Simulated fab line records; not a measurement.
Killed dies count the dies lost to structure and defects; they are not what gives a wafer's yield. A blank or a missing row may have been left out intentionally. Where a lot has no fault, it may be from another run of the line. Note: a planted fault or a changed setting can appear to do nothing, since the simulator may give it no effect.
One fault through the eyes of 2 desks / flow sky130 / every desk sees just its own numbers, and what lay behind them comes last

## THE METROLOGY DESK
What the gauges read for every lot (on any tool): the sampled wafers with a number, averaged. A lot is out of limits, marked OUT, if its mean lies more than 4 standard deviations from the usual mean; the brackets give that distance.
Columns: A = METAL1_ALCU_RS at SKY_METAL1_RS_MEAS_05, usual 0.1270 ohm/sq; B = METAL1_OVL at SKY_METAL1_OVL_MEAS_16, usual 4 nm
lot=L524; first seen here=day 31 15:29; A=0.1253; B=1
lot=L525; first seen here=day 32 01:58; A=0.1272; B=0
lot=L527; first seen here=day 32 21:46; A=0.1281; B=3
lot=L528; first seen here=day 33 04:11; A=0.1263; B=10
lot=L529; first seen here=day 34 00:28; A=0.1278; B=1
lot=L533; first seen here=day 35 20:45; A=0.1258; B=6
lot=L534; first seen here=day 35 22:30; A=0.1283; B=-2
lot=L535; first seen here=day 36 01:20; A=0.1290; B=3
lot=L537; first seen here=day 36 09:04; A=0.1272; B=4
lot=L538; first seen here=day 36 13:15; A=0.1276; B=2
lot=L541; first seen here=day 37 08:22; A=0.1247; B=9
lot=L544; first seen here=day 38 02:24; A=0.1255; B=9
lot=L545; first seen here=day 38 05:03; A=0.1266; B=-2
lot=L546; first seen here=day 38 17:40; A=0.1268; B=5
This desk's verdict: no lot among the 14 shows anything out of limits.

## AT THE TOOL OWNER'S DESK: litho-track-04
The tool's own readings at SKY_METAL1_COAT_09 (resist thk 60 nm): means of the sampled wafers that have a number, for each lot that ran on this tool. A lot is out of limits, marked OUT, if its mean lies more than 4 standard deviations from the usual mean; the brackets give that distance.
Columns: A = spin-speed-rpm at SKY_METAL1_COAT_09, usual 2999.8 rpm
lot=L525; first seen here=day 32 15:10; A=3001.1
lot=L527; first seen here=day 33 11:14; A=3001.1
lot=L528; first seen here=day 33 17:34; A=2997.3
lot=L529; first seen here=day 34 12:58; A=2999.9
lot=L533; first seen here=day 36 08:49; A=3000.4
lot=L535; first seen here=day 36 14:11; A=2999.4
lot=L538; first seen here=day 37 02:37; A=2948.8 (-23) OUT
lot=L541; first seen here=day 37 20:49; A=2948.8 (-23) OUT
Finding of this desk: L538, L541 out of limits; the first was L538 at day 37 02:37, on spin-speed-rpm at SKY_METAL1_COAT_09. L525, L527, L528, L529, L533, L535 stayed within limits.

## BROUGHT TOGETHER
The tool owner's desk could have raised an alarm at day 37 02:37, on L538, L541.
Metrology desk: nothing out of limits seen.
The metrology desk has L538, L541 on record, within its limits.
SKY_METAL1_COAT_09 was run on litho-track-04 by each of the lots named.

## WHAT THE SIMULATOR HAD INSERTED
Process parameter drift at SKY_METAL1_COAT_09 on litho-track-04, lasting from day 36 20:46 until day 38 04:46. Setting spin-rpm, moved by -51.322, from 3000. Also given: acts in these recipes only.
Shown lots that were struck: L538, L541.
Hours from the fault's start to each desk's first reading out of limits: the tool owner's desk, 6.
